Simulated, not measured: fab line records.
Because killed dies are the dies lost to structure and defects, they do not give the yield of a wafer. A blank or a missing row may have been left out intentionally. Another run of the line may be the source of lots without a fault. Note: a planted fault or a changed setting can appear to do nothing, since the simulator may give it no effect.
Problem report in the 8D (eight disciplines) form, filled by code / flow sky130 / the parts of the form that need people (team, actions taken, sign-off) are left out

## 1. PROBLEM STATEMENT
Mean of run length s at SKY_RES_XHIGH_SOFTBAKE_03: 105.39 s across 6 wafers in 2 lots; on wafers with no fault it is 88.99 s (standard deviation 0.24). That is +68 standard deviations from the usual mean.
The step: time 60 s.
Seen first at day 30 08:59 on litho track-04, wafer L684.2. The record has a number at this step for 39 wafers belonging to 13 lots. The rule behind "out" and "out of limits": a value lying over 4 standard deviations away from the usual mean. Any other wafer with a number is counted as sound.

## 2. WHAT IT IS AND WHAT IT IS NOT
question=which readings at this step | is=run length s | is not=-
question=which lots | is=L684, L689 | is not=L672, L673, L674, L675, L676, L677, L679, L680, L683, L692, L694
question=which wafers of those lots | is=all that have a number | is not=-
question=read on which tools | is=litho track-04 | is not=litho track-01, litho track-02
question=when | is=from day 30 08:59 | is not=up to then (27 sound wafers); but 6 sound wafers of L692, L694 came after

## 3. SUSPECTS, AND WHAT RULES EACH OUT
Counting: any tool at a process step up to the reading is kept as a suspect provided that every lot that is out went through it and no sound lot did after the first of them.
- rie diel-04 at SKY_POLY_CUT_ETCH_10 (etches BARC in N2/H2, stops on SiO2, time 45.9 s, target depth 60 nm): kept. It processed each lot that is out, first L684 at day 28 13:35, and no sound lot thereafter; up to then, the last sound lot it processed was L680 at day 27 06:16.
- litho track-04 at SKY_RES_XHIGH_SOFTBAKE_03 (time 60 s): kept. It processed each lot that is out, first L684 at day 30 08:59, and no sound lot thereafter; up to then, the last sound lot it processed was L680 at day 29 00:31. On those wafers its own readings are out: run length s.
The count leaves litho track-04 at SKY_RES_XHIGH_SOFTBAKE_03 and rie diel-04 at SKY_POLY_CUT_ETCH_10.

## 4. THE CAUSE (what the simulator had put in)
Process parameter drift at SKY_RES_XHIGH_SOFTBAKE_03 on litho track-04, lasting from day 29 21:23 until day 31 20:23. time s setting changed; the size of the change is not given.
Counting leaves 2 suspects; this tool is one of them.

## 5. SEQUENCE OF EFFECTS, ordered by route
One row per reading whose mean, taken over the struck wafers that have a number, lies over 3 standard deviations from the usual. Readings are gone through only where the record gives a usual standard deviation; hours: the median, over the lots, of the time from a lot's start at the first step in this table giving one to that lot's start at this step; sigmas: the change measured in usual standard deviations.
hours=0; step=SKY_RES_XHIGH_SOFTBAKE_03; reading=run length s; usual=88.99 s; on struck wafers=105.39; change=+16.40; sigmas=+68
Here are the process steps it includes:
- SKY_RES_XHIGH_SOFTBAKE_03: time 60 s.

## 6. HOW IT WOULD HAVE BEEN CAUGHT EARLIER
The fault began at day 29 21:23; the first out-of-limits reading in this record came at day 30 08:59, 12 hours later.
